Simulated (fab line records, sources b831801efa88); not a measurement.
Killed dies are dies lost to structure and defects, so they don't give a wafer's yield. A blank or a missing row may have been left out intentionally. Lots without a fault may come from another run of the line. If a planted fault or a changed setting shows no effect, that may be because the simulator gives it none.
The tool behind it: which one?	flow sky130	12 lots with 36 wafers sampled at 5 steps, on a route of 708 steps

WHAT THE GAUGES READ, wafer by wafer
SKY_LOCAL_INTERCONNECT_RS_MEAS_01: the measuring method here is four-point-probe.
lot	measured	on	LOCAL_INTERCONNECT_TIN_RS (ohm/sq)
L691	day 30 01:19	film metro-03	14.36 14.38 14.25
L690	day 30 05:29	film metro-02	13.88 13.92 13.94
L693	day 30 05:45	film metro-01	14.39 14.33 14.28
L694	day 31 01:22	film metro-03	14.20 14.25 14.33
L695	day 31 09:12	film metro-02	14.33 14.21 14.27
L704	day 33 22:20	film metro-01	14.13 14.36 14.17
L705	day 34 02:16	film metro-01	14.23 14.37 14.42
L706	day 34 12:43	film metro-01	14.22 13.99 14.10
L707	day 34 21:00	film metro-01	14.24 14.32 14.28
L708	day 35 01:16	film metro-03	14.02 14.16 14.09
L709	day 35 20:16	film metro-01	14.22 14.10 14.28
L711	day 36 14:26	film metro-02	14.46 14.35 14.38

SKY_CONTACT_THK_MEAS_03.
lot	measured	on	CONTACT_HDPCVD_THK (nm)
L691	day 31 05:02	film metro-01	565 570 572
L690	day 31 09:31	film metro-02	564 569 568
L693	day 31 10:31	film metro-01	555 549 559
L694	day 32 05:52	film metro-02	565 567 572
L695	day 32 13:23	film metro-02	560 570 566
L704	day 35 01:31	film metro-04	567 569 563
L705	day 35 05:37	film metro-01	555 561 558
L706	day 35 16:17	film metro-04	574 559 562
L707	day 35 23:40	film metro-02	557 557 563
L708	day 36 04:04	film metro-01	564 558 564
L709	day 36 22:43	film metro-01	566 565 569
L711	day 37 17:41	film metro-02	566 563 568

SKY_CONTACT_OVL_MEAS_15.
lot	measured	on	CONTACT_OVL (nm)
L691	day 32 08:52	overlay-02	-1 1 -2
L690	day 32 13:36	overlay-02	-4 -7 -7
L693	day 32 14:46	overlay-02	-4 -13 -11
L694	day 33 09:51	overlay-01	1 1 1
L695	day 33 16:49	overlay-02	-6 1 -7
L704	day 36 04:36	overlay-02	-1 -1 6
L705	day 36 07:48	overlay-01	7 11 1
L706	day 36 17:52	overlay-01	3 -6 -4
L707	day 37 01:46	overlay-01	4 2 -1
L708	day 37 06:40	overlay-02	-8 -10 -11
L709	day 38 00:28	overlay-02	-1 3 0
L711	day 38 19:34	overlay-02	-2 7 3

SKY_VIA1_THK_MEAS_01.
lot	measured	on	VIA1_HDPCVD_THK (nm)
L691	day 33 14:42	film metro-01	1054 1041 1044
L690	day 33 18:44	film metro-01	1031 1053 1054
L693	day 33 19:41	film metro-01	1023 1033 1025
L694	day 34 15:32	film metro-01	745 1035 1030 746 1036 1030
L695	day 34 22:03	film metro-04	1042 740 1027 1042 740 1027
L704	day 37 09:29	film metro-03	1042 1025 1031
L705	day 37 12:28	film metro-01	1025 1024 1021
L706	day 37 21:43	film metro-04	1019 1036 1031
L707	day 38 05:23	film metro-04	1047 1042 1039
L708	day 38 10:29	film metro-03	1031 1035 1039
L709	day 39 03:41	film metro-04	1034 1033 1020
L711	day 39 23:25	film metro-01	1021 1016 1035

WHAT TOOL EACH LOT RAN ON (gives the tool, then ch and the chambers of the sampled wafers, and finally the start)
lot	SKY_VIA1_HDPCVD_00
L691	hdpcvd-02 ch 0,1,2, day 33 14:34
L690	hdpcvd-02 ch 0,1,2, day 33 18:37
L693	hdpcvd-01 ch 0,1,2, day 33 19:34
L694	hdpcvd-01 ch 0,1,2, day 34 15:25
L695	hdpcvd-01 ch 0,1, day 34 21:55
L704	hdpcvd-01 ch 0,2, day 37 09:23
L705	hdpcvd-01 ch 1,2, day 37 12:20
L706	hdpcvd-02 ch 0,2, day 37 21:35
L707	hdpcvd-02 ch 0,1, day 38 05:16
L708	hdpcvd-02 ch 0,1,2, day 38 10:22
L709	hdpcvd-01 ch 1,2, day 39 03:34
L711	hdpcvd-01 ch 1,2, day 39 23:17
- SKY_VIA1_HDPCVD_00: deposits SiO2, target thk 1030 nm, time 171.7 s.

WHAT THE TOOLS THEMSELVES READ (means of the sampled wafers that have a number; where no wafer has one, the mark that the record gives instead)
SKY_VIA1_HDPCVD_00.
lot	tool	susceptor temp C (C)
L691	hdpcvd-02	400.07
L690	hdpcvd-02	400.04
L693	hdpcvd-01	399.85
L694	hdpcvd-01	400.09
L695	hdpcvd-01	399.99
L704	hdpcvd-01	399.71
L705	hdpcvd-01	400.01
L706	hdpcvd-02	400.15
L707	hdpcvd-02	400.01
L708	hdpcvd-02	399.91
L709	hdpcvd-01	400.03
L711	hdpcvd-01	400.18

THE ANSWER, worked out from the rows above alone
Rule: usual is defined by the lots themselves. The widest of any qualifying gaps counts: lots, ordered by their means at a reading, are off when they make up no more than a third of the lots, leave a main group of 4 or more, and stand apart from it by 3 or more times the standard deviation of that group's means. Not used: any main group whose means are identical at the precision the tables above print for the reading. A lot without any number at a reading at which 4 lots or more have one is off too. The other lots that the step has rows for count as sound. Order of review: gauges by route order, followed by the tools' own readings, for which a lot's mean as printed above is used. The first step at which some lot is off is used, and at that step the reading that is off furthest; a lot without a number counts as furthest.
Off: at SKY_VIA1_THK_MEAS_01 (VIA1_HDPCVD_THK), L694, L695. Main group: mean 1033 nm, sd 8.3.
If a tool, at a process step before that reading, ran all the lots that are off and no sound lot after the first of them, it fits. Those tools and the gauges at SKY_VIA1_THK_MEAS_01 are tried in the same way. None of those tried fits.

WHAT THE SIMULATOR PUT IN
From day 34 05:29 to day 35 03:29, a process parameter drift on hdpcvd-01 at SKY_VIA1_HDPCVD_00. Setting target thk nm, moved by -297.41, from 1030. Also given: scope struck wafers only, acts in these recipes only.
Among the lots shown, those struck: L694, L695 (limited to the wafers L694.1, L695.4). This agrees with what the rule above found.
